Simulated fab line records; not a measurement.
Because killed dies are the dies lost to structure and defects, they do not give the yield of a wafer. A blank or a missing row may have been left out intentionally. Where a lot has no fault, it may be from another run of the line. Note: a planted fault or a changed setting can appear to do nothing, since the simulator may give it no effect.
fab line records | flow sky130
record: lots: 14 | wafers: 42 | last-day: 50
route steps=708 shown FIELD_ISO@1 PWDE@52 PAD_OPEN@708
lots that met no fault: from a run of the same line without faults
start-h: start of the lot's first displayed wafer, in hours after the record's first day | wait-h: hours since the lot's step before | " as in the row above | L1.1+2: several wafers, shown together as one row | - no value, or no start was given | * or withheld: withheld | < > ~ a bound
route shown NAME@n: NAME is a module with steps in the file, n the number in the route of the first one | usual: mean and standard deviation over wafers with no fault | same: alike in all rows | chamber/n: place in a boat | sites: per-site readings | _std_site: their standard deviation | _edge_site: mean of outer sites minus mean of inner sites | radius-mm: for every site, how far away it sits from the centre of the wafer | mask NAME#n: copy n | behind: the last tool/chamber to shape the wafer | hold: cause of the lot's hold/its duration in hours/its outcome | device: which transistor (n, p or np) failed to switch | end of line: tests run on the same wafers once the route is complete | for a step that has no rows: nothing shown but its recipe | killed: dies that structure and defects cost at the first sort, which is not the same as the wafer's yield | map: per-die view of a wafer (x killed, . not killed, _ where there is no die)
set.NAME: the setting the step ran with; set.NAME@STEP: the setting that earlier step ran with | model.NAME: the simulator's own value behind a step, which no gauge read
route steps across a sampled set of lots; one table per step, one row per wafer
services: when a tool's chamber went out of use (start-h, in hours from the record's first day, below 0 if earlier), for how many hours, and the reason
== steps ==
step: SKY_FIELD_ISO_BOW_MEAS_00
recipe: mode: bow
usual: INCOMING_BOW: 0/6.7
lot.wafer | tool          | chamber | start-h | wait-h | INCOMING_BOW[um]
L243.1    | film-metro-03 | -       | 10.00   | -      | 5
L243.2    | "             | -       | "       | "      | 7
L243.3    | "             | -       | "       | "      | 13
L246.1    | film-metro-02 | -       | 25.00   | -      | -2
L246.4    | "             | -       | "       | "      | 1
L246.5    | "             | -       | "       | "      | -3
L247.2    | film-metro-01 | -       | 30.02   | -      | 5
L247.4    | "             | -       | "       | "      | 15
L247.5    | "             | -       | "       | "      | 2
L248.3    | film-metro-01 | -       | 35.04   | -      | -5
L248.4    | "             | -       | "       | "      | 0
L248.5    | "             | -       | "       | "      | -6
L249.3    | film-metro-01 | -       | 40.04   | -      | -7
L249.5    | "             | -       | "       | "      | 8
L249.6    | "             | -       | "       | "      | 2
L250.1    | film-metro-03 | -       | 45.00   | -      | 1
L250.3    | "             | -       | "       | "      | 2
L250.6    | "             | -       | "       | "      | -7
L252.1    | film-metro-03 | -       | 55.00   | -      | -2
L252.2    | "             | -       | "       | "      | 6
L252.5    | "             | -       | "       | "      | 2
L253.3    | film-metro-01 | -       | 60.04   | -      | -10
L253.4    | "             | -       | "       | "      | 4
L253.6    | "             | -       | "       | "      | -10
L254.1    | film-metro-02 | -       | 65.02   | -      | -2
L254.2    | "             | -       | "       | "      | 0
L254.3    | "             | -       | "       | "      | -3
L256.3    | film-metro-01 | -       | 75.04   | -      | -6
L256.4    | "             | -       | "       | "      | 0
L256.6    | "             | -       | "       | "      | 7
L257.1    | film-metro-03 | -       | 80.00   | -      | 3
L257.3    | "             | -       | "       | "      | 1
L257.6    | "             | -       | "       | "      | -6
L259.1    | film-metro-02 | -       | 90.00   | -      | -6
L259.3    | "             | -       | "       | "      | 0
L259.4    | "             | -       | "       | "      | -12
L261.3    | film-metro-01 | -       | 100.04  | -      | -3
L261.4    | "             | -       | "       | "      | -4
L261.6    | "             | -       | "       | "      | -3
L264.1    | film-metro-02 | -       | 115.00  | -      | 15
L264.3    | "             | -       | "       | "      | 1
L264.6    | "             | -       | "       | "      | -1
step: SKY_FIELD_ISO_THK_MEAS_04
recipe: reads: Si3N4_of_FIELD_ISO_CVD_03
usual: FIELD_ISO_CVD_03_THK: 166.3/1.5
lot.wafer | tool          | chamber | start-h | wait-h | FIELD_ISO_CVD_03_THK[nm]
L243.1    | film-metro-02 | -       | 13.48   | 0.0    | 166.1
L243.2    | "             | -       | "       | "      | 164.8
L243.3    | "             | -       | "       | "      | 166.0
L246.1    | film-metro-03 | -       | 34.87   | 0.0    | 168.8
L246.4    | "             | -       | "       | "      | 168.3
L246.5    | "             | -       | "       | "      | 169.2
L247.2    | film-metro-03 | -       | 38.92   | 0.0    | 167.4
L247.4    | "             | -       | "       | "      | 168.0
L247.5    | "             | -       | "       | "      | 167.1
L248.3    | film-metro-01 | -       | 38.93   | 0.0    | 165.3
L248.4    | "             | -       | "       | "      | 165.3
L248.5    | "             | -       | "       | "      | 166.7
L249.3    | film-metro-02 | -       | 43.50   | 0.0    | 168.8
L249.5    | "             | -       | "       | "      | 168.3
L249.6    | "             | -       | "       | "      | 167.5
L250.1    | film-metro-02 | -       | 50.67   | 0.0    | 167.6
L250.3    | "             | -       | "       | "      | 167.6
L250.6    | "             | -       | "       | "      | 167.0
L252.1    | film-metro-03 | -       | 59.21   | 0.0    | 167.6
L252.2    | "             | -       | "       | "      | 165.9
L252.5    | "             | -       | "       | "      | 167.6
L253.3    | film-metro-01 | -       | 63.60   | 0.0    | 165.6
L253.4    | "             | -       | "       | "      | 164.3
L253.6    | "             | -       | "       | "      | 165.3
L254.1    | film-metro-03 | -       | 69.82   | 0.0    | 167.3
L254.2    | "             | -       | "       | "      | 167.0
L254.3    | "             | -       | "       | "      | 168.2
L256.3    | film-metro-03 | -       | 81.84   | 0.0    | 165.6
L256.4    | "             | -       | "       | "      | 165.4
L256.6    | "             | -       | "       | "      | 164.9
L257.1    | film-metro-02 | -       | 84.84   | 0.0    | 165.8
L257.3    | "             | -       | "       | "      | 164.5
L257.6    | "             | -       | "       | "      | 165.7
L259.1    | film-metro-02 | -       | 97.32   | 0.0    | 165.5
L259.3    | "             | -       | "       | "      | 165.3
L259.4    | "             | -       | "       | "      | 166.9
L261.3    | film-metro-02 | -       | 104.44  | 0.0    | 164.5
L261.4    | "             | -       | "       | "      | 164.7
L261.6    | "             | -       | "       | "      | 166.0
L264.1    | film-metro-01 | -       | 120.09  | 0.0    | 168.4
L264.3    | "             | -       | "       | "      | 166.6
L264.6    | "             | -       | "       | "      | 170.1
step: SKY_FIELD_ISO_EXPOSE_10
recipe: mask-id: FOM | na: 0.68 | source-shape: annular | sigma-inner: 0.4 | sigma-outer: 0.8 | target-cd-nm: 150 | dose-mj: 27.73
usual: exposure-dose-mJ-cm2: 27.989/0.027
lot.wafer | tool           | chamber | start-h | wait-h | mask  | exposure-dose-mJ-cm2
L243.1    | krf-scanner-01 | 0       | 20.38   | -      | FOM#0 | 28.026
L243.2    | "              | 0       | "       | "      | FOM#0 | 28.004
L243.3    | "              | 0       | "       | "      | FOM#0 | 28.024
L246.1    | krf-scanner-02 | 0       | 43.18   | -      | FOM#0 | 28.005
L246.4    | "              | 0       | "       | "      | FOM#0 | 28.067
L246.5    | "              | 0       | "       | "      | FOM#0 | 28.011
L248.3    | krf-scanner-02 | 0       | 47.71   | -      | FOM#0 | 27.984
L248.4    | "              | 0       | "       | "      | FOM#0 | 27.982
L248.5    | "              | 0       | "       | "      | FOM#0 | 28.015
L247.2    | krf-scanner-01 | 0       | 47.93   | -      | FOM#0 | 28.017
L247.4    | "              | 0       | "       | "      | FOM#0 | 27.980
L247.5    | "              | 0       | "       | "      | FOM#0 | 28.048
L249.3    | krf-scanner-02 | 0       | 52.12   | -      | FOM#0 | 27.999
L249.5    | "              | 0       | "       | "      | FOM#0 | 27.956
L249.6    | "              | 0       | "       | "      | FOM#0 | 27.976
L250.1    | krf-scanner-02 | 0       | 58.22   | -      | FOM#0 | 27.994
L250.3    | "              | 0       | "       | "      | FOM#0 | 28.028
L250.6    | "              | 0       | "       | "      | FOM#0 | 27.994
L252.1    | krf-scanner-01 | 0       | 67.98   | -      | FOM#0 | 27.976
L252.2    | "              | 0       | "       | "      | FOM#0 | 28.011
L252.5    | "              | 0       | "       | "      | FOM#0 | 28.015
L253.3    | krf-scanner-01 | 0       | 70.05   | -      | FOM#0 | 27.989
L253.4    | "              | 0       | "       | "      | FOM#0 | 27.964
L253.6    | "              | 0       | "       | "      | FOM#0 | 27.928
L254.1    | krf-scanner-02 | 0       | 76.88   | -      | FOM#0 | 27.839
L254.2    | "              | 0       | "       | "      | FOM#0 | 27.859
L254.3    | "              | 0       | "       | "      | FOM#0 | 27.868
L256.3    | krf-scanner-01 | 0       | 90.51   | -      | FOM#0 | 27.964
L256.4    | "              | 0       | "       | "      | FOM#0 | 27.988
L256.6    | "              | 0       | "       | "      | FOM#0 | 27.947
L257.1    | krf-scanner-02 | 0       | 93.48   | -      | FOM#0 | 27.781
L257.3    | "              | 0       | "       | "      | FOM#0 | 27.795
L257.6    | "              | 0       | "       | "      | FOM#0 | 27.783
L259.1    | krf-scanner-01 | 0       | 106.46  | -      | FOM#0 | 28.020
L259.3    | "              | 0       | "       | "      | FOM#0 | 28.007
L259.4    | "              | 0       | "       | "      | FOM#0 | 28.038
L261.3    | krf-scanner-01 | 0       | 113.02  | -      | FOM#0 | 27.958
L261.4    | "              | 0       | "       | "      | FOM#0 | 28.010
L261.6    | "              | 0       | "       | "      | FOM#0 | 27.993
L264.1    | krf-scanner-01 | 0       | 128.75  | -      | FOM#0 | 27.932
L264.3    | "              | 0       | "       | "      | FOM#0 | 27.970
L264.6    | "              | 0       | "       | "      | FOM#0 | 27.952
step: SKY_PWDE_OVL_MEAS_07
usual: PWDE_OVL: -0.5/1.4
lot.wafer | tool       | chamber | start-h | wait-h | PWDE_OVL[nm]
L243.1    | overlay-01 | -       | 69.97   | -      | -0.3
L243.2    | "          | -       | "       | "      | 1.0
L243.3    | "          | -       | "       | "      | 0.4
L246.1    | overlay-02 | -       | 90.82   | -      | 0.8
L246.4    | "          | -       | "       | "      | 1.2
L246.5    | "          | -       | "       | "      | -0.9
L248.3    | overlay-02 | -       | 92.88   | -      | -0.2
L248.4    | "          | -       | "       | "      | 1.0
L248.5    | "          | -       | "       | "      | 0.8
L247.2    | overlay-01 | -       | 93.27   | -      | 0.0
L247.4    | "          | -       | "       | "      | -0.8
L247.5    | "          | -       | "       | "      | 1.1
L249.3    | overlay-01 | -       | 101.28  | -      | -1.7
L249.5    | "          | -       | "       | "      | -1.9
L249.6    | "          | -       | "       | "      | -0.5
L250.1    | overlay-01 | -       | 111.77  | -      | -1.7
L250.3    | "          | -       | "       | "      | -0.4
L250.6    | "          | -       | "       | "      | -2.3
L252.1    | overlay-01 | -       | 119.31  | -      | -0.5
L252.2    | "          | -       | "       | "      | -0.7
L252.5    | "          | -       | "       | "      | 0.4
L253.3    | overlay-01 | -       | 120.88  | -      | -0.1
L253.4    | "          | -       | "       | "      | 0.3
L253.6    | "          | -       | "       | "      | 3.4
L254.1    | overlay-02 | -       | 127.82  | -      | 2.6
L254.2    | "          | -       | "       | "      | 2.3
L254.3    | "          | -       | "       | "      | 1.5
L256.3    | overlay-01 | -       | 142.23  | -      | 0.4
L256.4    | "          | -       | "       | "      | 0.3
L256.6    | "          | -       | "       | "      | -0.7
L257.1    | overlay-01 | -       | 147.46  | -      | -0.4
L257.3    | "          | -       | "       | "      | -2.1
L257.6    | "          | -       | "       | "      | -1.5
L259.1    | overlay-01 | -       | 161.42  | -      | -1.5
L259.3    | "          | -       | "       | "      | -3.6
L259.4    | "          | -       | "       | "      | -1.2
L261.3    | overlay-01 | -       | 167.18  | -      | -2.0
L261.4    | "          | -       | "       | "      | -1.6
L261.6    | "          | -       | "       | "      | 0.4
L264.1    | overlay-01 | -       | 205.67  | -      | -0.3
L264.3    | "          | -       | "       | "      | 0.9
L264.6    | "          | -       | "       | "      | -0.9
step: SKY_PAD_OPEN_PROBE_99
usual: killed_at_M0_to_M3: 44/6.8 | killed_at_M4_up: 2.9/1.9 | killed-at-contacts: 24/5.2 | killed-at-front-end: 16/4.1 | killed-at-other: 0.4/0.74 | killed-dies: 88/9.1 | killed-open: 48/7.2 | killed-short: 39/5.6
same: gross-dies: 492 | killed-at-back-side: 0
lot.wafer | tool      | chamber | start-h | wait-h | killed_at_M0_to_M3 | killed_at_M4_up | killed-at-contacts | killed-at-front-end | killed-at-other | killed-dies | killed-open | killed-short
L252.1    | prober-02 | -       | 1131.95 | 0.1    | 37                 | 5               | 19                 | 15                  | 0               | 76          | 39          | 37
L252.2    | prober-02 | -       | 1132.00 | 0.1    | 42                 | 1               | 19                 | 24                  | 0               | 86          | 41          | 45
L252.5    | prober-02 | -       | 1132.15 | 0.2    | 40                 | 2               | 25                 | 27                  | 0               | 94          | 57          | 37
L257.1    | prober-02 | -       | 1153.34 | 0.1    | 55                 | 1               | 26                 | 16                  | 0               | 98          | 49          | 46
killed by level:class
L252.1 CONTACT:geometric-particle:open=7 VIA1:geometric-particle:open=7 VIA1:geometric-particle:short=6 VIA3:geometric-particle:open=6 FIELD_ISO:geometric-particle:open=5 POLY_GATE:geometric-particle:short=5 LI_CONTACT:geometric-particle:open=4 CONTACT:geometric-particle:short=4
L252.2 VIA1:geometric-particle:open=8 CONTACT:geometric-particle:open=7 METAL2:geometric-particle:short=7 FIELD_ISO:geometric-particle:open=6 FIELD_ISO:geometric-particle:short=6 LI_CONTACT:geometric-particle:open=4 POLY_GATE:geometric-particle:open=4 METAL1:geometric-particle:short=4
L252.5 LI_CONTACT:geometric-particle:open=13 VIA1:geometric-particle:open=12 FIELD_ISO:geometric-particle:short=7 VIA3:geometric-particle:open=7 POLY_GATE:geometric-particle:open=6 CONTACT:geometric-particle:open=5 METAL2:geometric-particle:short=5 POLY_GATE:geometric-particle:short=4
L257.1 VIA1:geometric-particle:open=10 METAL2:geometric-particle:short=10 VIA2:geometric-particle:open=7 LOCAL_INTERCONNECT:geometric-particle:short=6 CONTACT:geometric-particle:short=6 POLY_GATE:geometric-particle:short=5 LI_CONTACT:geometric-particle:open=5 CONTACT:geometric-particle:open=5
== services ==
tool           | chamber | start-h | hours | kind
krf-scanner-02 | -       | 21.89   | 0.8   | pm
krf-scanner-02 | -       | 28.21   | 1.0   | pm
krf-scanner-02 | 0       | 40.09   | -     | calibration
krf-scanner-01 | -       | 57.42   | 1.3   | pm
krf-scanner-02 | -       | 67.42   | 1.3   | pm
krf-scanner-01 | -       | 68.81   | 0.8   | pm
== key ==
first-sign: step: SKY_FIELD_ISO_EXPOSE_10 | reading: exposure-dose-mJ-cm2 | direction: down | sigmas: 6.2 | usual: * | struck: *
effect none on later readings
met-at SKY_FIELD_ISO_EXPOSE_10
struck-lots L254,L257
tester-left-out L254,L257
loop-trim: step: SKY_FIELD_ISO_EXPOSE_10 | setting: dose | lots: L254,L257
not-acting-at SKY_FIELD_ISO_BOW_MEAS_00,SKY_FIELD_ISO_THK_MEAS_04,SKY_PWDE_OVL_MEAS_07
onset-between 58.22 76.88
fault: kind: process-parameter-drift | tool: krf-scanner-02 | chamber: - | onset-h: 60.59 | steps: SKY_FIELD_ISO_EXPOSE_10 | channel: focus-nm | offset: 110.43 | spread-by-wafer: 0.3 | shape: step | end-h: 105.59
tester-left-out: of these lots the tester's yield and bins aren't shown, on N5 and GAA mostly nor the transistor test; their killed dies are dies lost to structure and defects alone, not to doping, threshold or leakage, so they don't give the yield
loop-trim: a control loop set the setting to another value than it would have without faults
